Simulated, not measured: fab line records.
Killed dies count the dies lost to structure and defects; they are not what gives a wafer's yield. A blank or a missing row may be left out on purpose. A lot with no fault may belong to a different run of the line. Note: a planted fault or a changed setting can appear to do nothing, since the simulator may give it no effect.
fab line records | flow sky130
record: lots: 13 wafers: 39 last_day: 50
route steps=708 shown POLY_GATE@235 LDD_P@262 LDD_LDN@293 RES_XHIGH@341 SD_N@350
lots with no fault: from the same line, run without faults
start_h: the number of hours between the record's first day and the start of the first shown wafer of the lot | wait_h: hours since the lot's step before | " the same as in the row above | L1.1+2: a single row standing in for several wafers | - no value, or no start was given | * or withheld: withheld | < > ~ a bound
route shown NAME@n: names a module that has steps shown in the file, with the first one's number in the route | usual: the fault-free wafers' mean and standard deviation | same: alike in all rows | chamber/n: place in a boat | sites: the reading at each site | _std_site: standard deviation across them | _edge_site: mean of outer sites minus mean of inner sites | radius_mm: for every site, how far away it sits from the centre of the wafer | mask NAME#n: copy n | behind: the last tool/chamber to shape the wafer | hold: what put the lot on hold/how long, in hours/how the hold closed | device: transistor that didn't switch, given as n, p or np | end of line: tests of these same wafers at the route's end | where a step has no rows: the recipe by itself | killed: not the wafer's yield, but the dies lost to structure and defects at the first sort | map: dies across one wafer; x = killed, . = not, _ = none there
set.NAME: the setting that was run; set.NAME@STEP: the one run at that earlier step | model.NAME: the simulator's own value behind a step, which no gauge read
steps of the route over a sample of lots; a table a step, a row a wafer
services: from which hour (start_h, from the record's first day; less than 0 if before it) a tool's chamber was out of use, for how many hours, and why
== steps ==
step: SKY_POLY_GATE_THK_MEAS_21
recipe: reads: SiO2_of_POLY_GATE_OXIDATION_20
usual: POLY_GATE_OXIDATION_THK: 4.02/0.08
columns lot.wafer tool chamber start_h wait_h POLY_GATE_OXIDATION_THK[nm]
L184.1 film_metro-01 - 374.82 0.0 4.09
L184.5 " - " " 4.09
L184.6 " - " " 4.03
L186.2 film_metro-02 - 390.29 0.0 3.92
L186.5 " - " " 4.04
L186.6 " - " " 3.94
L187.1 film_metro-04 - 396.74 0.0 4.08
L187.2 " - " " 4.14
L187.4 " - " " 4.14
L188.1 film_metro-02 - 408.11 0.0 4.05
L188.2 " - " " 4.04
L188.4 " - " " 4.00
L189.1 film_metro-04 - 414.79 0.0 4.07
L189.4 " - " " 4.08
L189.5 " - " " 4.07
L194.4 film_metro-01 - 462.14 0.0 4.07
L194.5 " - " " 4.11
L194.6 " - " " 4.11
L197.1 film_metro-04 - 483.19 0.0 3.98
L197.3 " - " " 4.00
L197.4 " - " " 4.03
L202.3 film_metro-01 - 535.03 0.0 3.98
L202.5 " - " " 4.02
L202.6 " - " " 3.95
L203.1 film_metro-01 - 537.97 0.0 3.90
L203.3 " - " " 3.91
L203.4 " - " " 3.93
L204.1 film_metro-02 - 548.45 0.0 3.91
L204.3 " - " " 3.83
L204.6 " - " " 3.87
L205.1 film_metro-01 - 555.01 0.0 4.09
L205.4 " - " " 4.03
L205.5 " - " " 4.00
L206.2 film_metro-04 - 562.15 0.0 3.99
L206.3 " - " " 4.09
L206.6 " - " " 4.09
L207.3 film_metro-04 - 566.33 0.0 4.11
L207.4 " - " " 4.18
L207.6 " - " " 4.15
step: SKY_LDD_P_CD_MEAS_07
recipe: target_cd_nm: 380
usual: cd_nm: 380.6/2.4
columns lot.wafer tool chamber start_h wait_h cd_nm
L184.1 cd_sem-01 - 435.45 0.1 383.6
L184.5 " - " " 383.3
L184.6 " - " " 382.0
L186.2 cd_sem-02 - 451.92 0.1 378.5
L186.5 " - " " 379.0
L186.6 " - " " 375.6
L187.1 cd_sem-01 - 460.10 0.1 380.6
L187.2 " - " " 378.5
L187.4 " - " " 379.6
L188.1 cd_sem-01 - 471.75 0.1 378.7
L188.2 " - " " 380.1
L188.4 " - " " 380.2
L189.1 cd_sem-01 - 478.48 0.1 376.6
L189.4 " - " " 377.5
L189.5 " - " " 379.0
L194.4 cd_sem-01 - 524.76 0.1 384.3
L194.5 " - " " 384.2
L194.6 " - " " 382.6
L197.1 cd_sem-02 - 545.10 0.1 382.4
L197.3 " - " " 381.0
L197.4 " - " " 384.6
L202.3 cd_sem-02 - 595.89 0.1 379.8
L202.5 " - " " 377.7
L202.6 " - " " 379.9
L203.1 cd_sem-02 - 598.43 0.1 375.9
L203.3 " - " " 376.4
L203.4 " - " " 376.5
L204.1 cd_sem-02 - 609.00 0.1 380.1
L204.3 " - " " 378.8
L204.6 " - " " 378.6
L205.1 cd_sem-02 - 616.19 0.1 380.2
L205.4 " - " " 379.6
L205.5 " - " " 380.0
L206.2 cd_sem-01 - 621.31 0.1 380.1
L206.3 " - " " 382.8
L206.6 " - " " 379.8
L207.3 cd_sem-01 - 625.94 0.1 384.0
L207.4 " - " " 385.0
L207.6 " - " " 385.2
step: SKY_LDD_LDN_EXPOSE_04
recipe: mask_id: LDNTM na: 0.6 source_shape: conventional sigma_outer: 0.6 polarization: unpolarized target_cd_nm: 700 dose_mj: 140
same: na: 0.6
columns lot.wafer tool chamber start_h wait_h mask
L184.1+5+6 iline_stepper-02 0 512.97 - LDNTM#0
L186.2+5+6 iline_stepper-02 0 529.27 - LDNTM#0
L187.1+2+4 iline_stepper-02 0 537.21 - LDNTM#0
L188.1+2+4 iline_stepper-02 0 548.63 - LDNTM#0
L189.1+4+5 iline_stepper-02 0 554.79 - LDNTM#0
L194.4+5+6 iline_stepper-02 0 599.74 - URPM#0
L197.1+3+4 iline_stepper-02 0 619.87 - LDNTM#0
L202.3+5+6 iline_stepper-01 0 668.57 - LDNTM#0
L203.1+3+4 iline_stepper-01 0 670.53 - LDNTM#0
L204.1+3+6 iline_stepper-01 0 679.86 - LDNTM#0
L205.1+4+5 iline_stepper-02 0 687.59 - LDNTM#0
L206.2+3+6 iline_stepper-01 0 692.34 - LDNTM#0
L207.3+4+6 iline_stepper-01 0 697.47 - LDNTM#0
step: SKY_LDD_LDN_OVL_MEAS_07
usual: LDD_LDN_OVL: -0.6/1.4
columns lot.wafer tool chamber start_h wait_h LDD_LDN_OVL[nm]
L184.1 overlay-01 - 528.66 0.1 -1.2
L184.5 " - " " 0.8
L184.6 " - " " 0.6
L186.2 overlay-02 - 543.62 0.1 2.0
L186.5 " - " " 1.2
L186.6 " - " " 1.9
L187.1 overlay-01 - 552.53 0.1 -1.7
L187.2 " - " " -0.6
L187.4 " - " " -0.6
L188.1 overlay-02 - 564.83 0.1 -2.1
L188.2 " - " " -2.9
L188.4 " - " " -1.0
L189.1 overlay-01 - 569.26 0.1 -0.7
L189.4 " - " " -1.1
L189.5 " - " " -1.0
L194.4 overlay-02 - 614.20 0.1 -
L194.5 " - " " -
L194.6 " - " " -
L197.1 overlay-01 - 633.66 0.1 -0.7
L197.3 " - " " -1.1
L197.4 " - " " -1.1
L202.3 overlay-02 - 682.84 0.1 0.1
L202.5 " - " " 0.0
L202.6 " - " " -1.2
L203.1 overlay-02 - 684.51 0.1 -3.7
L203.3 " - " " -1.3
L203.4 " - " " -3.9
L204.1 overlay-01 - 694.06 0.1 1.1
L204.3 " - " " 1.0
L204.6 " - " " 0.8
L205.1 overlay-01 - 700.65 0.1 -0.9
L205.4 " - " " -1.2
L205.5 " - " " -2.2
L206.2 overlay-01 - 705.62 0.1 -0.3
L206.3 " - " " -1.8
L206.6 " - " " -0.5
L207.3 overlay-02 - 711.14 0.1 -1.3
L207.4 " - " " 0.0
L207.6 " - " " -0.4
step: SKY_LDD_LDN_TW_MEAS_13
usual: LDD_LDN_TW: 1485/26
columns lot.wafer tool chamber start_h wait_h LDD_LDN_TW
L184.1 film_metro-01 - 529.40 0.1 1465
L184.5 " - " " 1462
L184.6 " - " " 1463
L186.2 film_metro-04 - 544.36 0.1 1476
L186.5 " - " " 1475
L186.6 " - " " 1473
L187.1 film_metro-03 - 553.27 0.1 1519
L187.2 " - " " 1508
L187.4 " - " " 1509
L188.1 film_metro-01 - 565.57 0.1 1470
L188.2 " - " " 1470
L188.4 " - " " 1470
L189.1 film_metro-03 - 570.00 0.1 1510
L189.4 " - " " 1515
L189.5 " - " " 1511
L194.4 film_metro-03 - 614.95 0.1 31
L194.5 " - " " 31
L194.6 " - " " 31
L197.1 film_metro-01 - 634.42 0.1 1469
L197.3 " - " " 1463
L197.4 " - " " 1467
L202.3 film_metro-01 - 683.59 0.1 1461
L202.5 " - " " 1454
L202.6 " - " " 1460
L203.1 film_metro-01 - 685.25 0.1 1452
L203.3 " - " " 1464
L203.4 " - " " 1445
L204.1 film_metro-04 - 694.80 0.1 1459
L204.3 " - " " 1471
L204.6 " - " " 1464
L205.1 film_metro-01 - 701.38 0.1 1462
L205.4 " - " " 1462
L205.5 " - " " 1465
L206.2 film_metro-01 - 706.36 0.1 1461
L206.3 " - " " 1457
L206.6 " - " " 1461
L207.3 film_metro-04 - 711.89 0.1 1474
L207.4 " - " " 1473
L207.6 " - " " 1465
step: SKY_RES_XHIGH_TW_MEAS_09
usual: RES_XHIGH_TW: 1628/12
columns lot.wafer tool chamber start_h wait_h RES_XHIGH_TW
L184.1 film_metro-04 - 621.24 0.1 1632
L184.5 " - " " 1636
L184.6 " - " " 1638
L186.2 film_metro-01 - 635.06 0.1 1624
L186.5 " - " " 1622
L186.6 " - " " 1616
L187.1 film_metro-04 - 643.01 0.1 1626
L187.2 " - " " 1625
L187.4 " - " " 1637
L188.1 film_metro-01 - 655.95 0.1 1630
L188.2 " - " " 1626
L188.4 " - " " 1621
L189.1 film_metro-01 - 659.17 0.1 1627
L189.4 " - " " 1623
L189.5 " - " " 1619
L194.4 film_metro-01 - 702.83 0.1 1887
L194.5 " - " " 1903
L194.6 " - " " 1906
L197.1 film_metro-04 - 720.45 0.1 1602
L197.3 " - " " 1609
L197.4 " - " " 1613
L202.3 film_metro-02 - 767.67 0.1 1640
L202.5 " - " " 1645
L202.6 " - " " 1648
L203.1 film_metro-01 - 771.51 0.1 1630
L203.3 " - " " 1619
L203.4 " - " " 1621
L204.1 film_metro-02 - 779.10 0.1 1653
L204.3 " - " " 1640
L204.6 " - " " 1648
L205.1 film_metro-02 - 784.71 0.1 1638
L205.4 " - " " 1638
L205.5 " - " " 1644
L206.2 film_metro-02 - 790.81 0.1 1636
L206.3 " - " " 1649
L206.6 " - " " 1641
L207.3 film_metro-01 - 793.78 0.1 1633
L207.4 " - " " 1622
L207.6 " - " " 1622
step: SKY_SD_N_OVL_MEAS_08
usual: SD_N_OVL: 0.1/1.4
columns lot.wafer tool chamber start_h wait_h SD_N_OVL[nm]
L184.1 overlay-02 - 650.30 0.1 -0.3
L184.5 " - " " 0.3
L184.6 " - " " 0.9
L186.2 overlay-02 - 663.79 0.1 1.8
L186.5 " - " " 1.9
L186.6 " - " " 1.0
L187.1 overlay-01 - 670.53 0.1 -1.1
L187.2 " - " " -1.8
L187.4 " - " " -1.7
L188.1 overlay-01 - 683.25 0.1 -0.3
L188.2 " - " " 0.0
L188.4 " - " " 1.1
L189.1 overlay-02 - 686.98 0.1 2.5
L189.4 " - " " 1.5
L189.5 " - " " 1.0
L194.4 overlay-02 - 730.65 0.1 -0.7
L194.5 " - " " -1.8
L194.6 " - " " -1.6
L197.1 overlay-02 - 748.23 0.1 -0.7
L197.3 " - " " -0.6
L197.4 " - " " -0.2
L202.3 overlay-02 - 794.43 0.1 -2.6
L202.5 " - " " -2.2
L202.6 " - " " -1.6
L203.1 overlay-02 - 796.98 0.1 0.7
L203.3 " - " " 0.6
L203.4 " - " " -0.1
L204.1 overlay-01 - 805.90 0.1 -2.8
L204.3 " - " " -1.3
L204.6 " - " " -0.4
L205.1 overlay-02 - 810.72 0.1 -0.2
L205.4 " - " " -0.2
L205.5 " - " " 0.7
L206.2 overlay-01 - 817.21 0.1 -1.2
L206.3 " - " " 1.3
L206.6 " - " " 0.1
L207.3 overlay-01 - 819.78 0.1 0.4
L207.4 " - " " 0.7
L207.6 " - " " -0.5
== services ==
columns tool chamber start_h hours kind
iline_stepper-02 - 524.72 1.7 pm
iline_stepper-02 - 633.56 12.2 repair
== key ==
first_sign: step: SKY_LDD_LDN_EXPOSE_04 reading: mask direction: changed
effect: step: SKY_LDD_LDN_OVL_MEAS_07 reading: LDD_LDN_OVL direction: missing
effect: step: SKY_LDD_LDN_TW_MEAS_13 reading: LDD_LDN_TW direction: down sigmas: 55 usual: 1485 struck: 31
effect: step: SKY_RES_XHIGH_TW_MEAS_09 reading: RES_XHIGH_TW direction: up sigmas: 23 usual: 1628 struck: 1899
met_at SKY_LDD_LDN_EXPOSE_04
struck_lots L194
sort_left_out L194.4,L194.5,L194.6
tester_left_out L194
not_acting_at SKY_POLY_GATE_THK_MEAS_21,SKY_LDD_P_CD_MEAS_07,SKY_SD_N_OVL_MEAS_08
onset_between 554.79 599.74
fault: kind: wrong_mask tool: any chamber: - onset_h: 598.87 steps: SKY_LDD_LDN_EXPOSE_04 aux_copy: URPM#0 scope: struck_lots_only
tester_left_out: of these lots the tester's yield and bins aren't shown, on N5 and GAA mostly nor the transistor test; their killed dies are dies lost to structure and defects alone, not to doping, threshold or leakage, so they don't give the yield
sort_left_out: the simulated sort isn't trusted on such a fault, so these wafers' sort isn't shown, and their yield isn't known
